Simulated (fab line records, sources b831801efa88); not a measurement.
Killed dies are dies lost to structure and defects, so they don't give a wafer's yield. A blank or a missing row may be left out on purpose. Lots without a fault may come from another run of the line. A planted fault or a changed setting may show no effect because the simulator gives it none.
A struck lot beside a sound one | flow sky130 | 21 steps out of a route of 708
Sound: wafers L211.4, L211.5, L211.6. Struck: wafer L222.6. (L222.3 of the same lot was not struck and is left out.) The cause comes at the end.
At each step with rows: each side's tool, then ch and its chambers, then its first start. Under that, the readings that differ: sound wafers | struck wafers | difference of the means | sigmas: that difference in standard deviations of wafers without a fault.
alike: readings whose means differ by less than 2 such deviations, and words and numbers that are the same on both sides. not compared: withheld readings, readings that some wafer has no value for, bounds like >300 that may hide the same value, and numbers for which the record gives no deviation and whose values overlap.
The two part at a step that has a row with sigmas, a row that says differs or no value, or rows on one side only. Numbers that don't overlap but have no deviation are shown without sigmas and don't part them. A reading that every wafer of one side lacks parts them only if that side has two wafers or more.

first, 1 step without rows for these wafers: SKY_FIELD_ISO_CVD_24 (deposits SiO2, target thk 595 nm, time 99.2 s).
SKY_FIELD_ISO_THK_MEAS_25:
  sound on film_metro-04, day 4 13:26; struck on film_metro-01, day 6 22:26
  alike: FIELD_ISO_CVD_24_THK
then, 1 step without rows for these wafers: SKY_FIELD_ISO_ANNEAL_26 (time 1800 s).
SKY_FIELD_ISO_CMP_27: polishes, stops on Si3N4, t overpolish 16 s, target thk 457.8 nm.
  sound on cmp-01 ch 1,2, day 4 15:17; struck on cmp-01 ch 3, day 7 00:04
  alike: motor_current_A, overpolish_run_s, time_to_endpoint_s
then, 5 steps without rows for these wafers: SKY_FIELD_ISO_WET_ETCH_28 (etches SiO2 in dHF, target depth 23.7 nm, time 47 s); SKY_FIELD_ISO_WET_ETCH_29 (etches Si3N4 in H3PO4, target depth 160 nm, time 1825 s); SKY_FIELD_ISO_WET_ETCH_30 (etches SiO2 in dHF, target depth 25 nm, time 50 s); SKY_NWELL_CLEAN_00 (cleans in SC1/SC2, time 150 s); SKY_NWELL_OXIDATION_01 (stabilise 600 s, purge 300 s, target thk 10 nm).
SKY_NWELL_THK_MEAS_02:
  sound on film_metro-03, day 4 17:34; struck on film_metro-02, day 7 02:55
  alike: NWELL_OXIDATION_THK
then, 2 steps without rows for these wafers: SKY_DNWELL_DEHYDRATE_00 (time 60 s); SKY_DNWELL_HMDS_01 (prime time 60 s).
SKY_DNWELL_COAT_02: resist thk 3000 nm.
  sound on litho_track-01 ch 0, day 5 02:07; struck on litho_track-01 ch 0, day 7 12:47
  reading                                  | sound          | struck | difference | sigmas
  model.coat_of_DNWELL_COAT_02.thk_nm (nm) | 2999 2997 2994 | 1968   | -1029      |
then, 3 steps without rows for these wafers: SKY_DNWELL_SOFTBAKE_03; SKY_DNWELL_EXPOSE_04 (exposes mask DNM, target cd 3000 nm); SKY_DNWELL_PEB_05.
SKY_DNWELL_DEVELOP_06: develop time 60 s.
  sound on litho_track-01 ch 0; struck on litho_track-01 ch 0
  reading                                  | sound          | struck | difference | sigmas
  model.coat_of_DNWELL_COAT_02.thk_nm (nm) | 2995 2993 2990 | 1963   | -1030      |
then, 1 step without rows for these wafers: SKY_DNWELL_IMPLANT_07.
SKY_DNWELL_STRIP_08: strips in O2/N2.
  sound on plasma_asher-03 ch 0,1, day 5 11:04; struck on plasma_asher-03 ch 1, day 7 23:04
  reading                      | sound             | struck | difference | sigmas
  strip_time_to_endpoint_s (s) | 36.91 36.87 36.84 | 24.95  | -11.92     | -99 or more
  alike: drypump_motor_current_A, oes_product_au
  not compared: rf_hours_counter_h
SKY_DNWELL_TW_MEAS_09:
  sound on film_metro-04, day 5 11:10; struck on film_metro-03, day 7 23:10
  alike: DNWELL_TW
-- the record jumps here: 43 days lie between the struck wafers' starts before and after (it left off in module DNWELL and takes up again in module PAD_OPEN, whose first step shown is number 708 of the route) --
SKY_PAD_OPEN_PROBE_99:
  sound on prober-02, day 48 08:26; struck on prober-01, day 50 13:52
  reading                                  | sound          | struck | difference | sigmas
  killed_at_M4_up                          | 3 5 4          | 9      | +5         | +3
  model.etest.tip_p.rs_ohm_sq              | 6873 6878 6881 | 6864   | -13        |
  model.etest.res_deep_nwell.width_nm (nm) | 2991 3012 3012 | 3073   | +68        |
  model.etest.nfet_g5v0d10v5.r_on_ohm_um   | 1929 1895 1910 | 1868   | -43        |
  model.etest.nfet_05v0_nvt.drive_ua_um    | 557 560.6 560  | 572.5  | +13.3      |
  alike: killed_at_M0_to_M3, killed_at_contacts, killed_at_front_end, killed_at_other, killed_dies, killed_open, killed_short
  not compared: model.etest.nfet_16v.r_on_ohm_um, model.etest.pfet_g5v0d10v5.r_on_ohm_um, model.etest.pfet_01v8.r_on_ohm_um, model.etest.tip_p_5v.rs_ohm_sq

WHERE THEY PART
First at SKY_DNWELL_STRIP_08; last, within this record, at SKY_PAD_OPEN_PROBE_99.

WHY: what the simulator had put in
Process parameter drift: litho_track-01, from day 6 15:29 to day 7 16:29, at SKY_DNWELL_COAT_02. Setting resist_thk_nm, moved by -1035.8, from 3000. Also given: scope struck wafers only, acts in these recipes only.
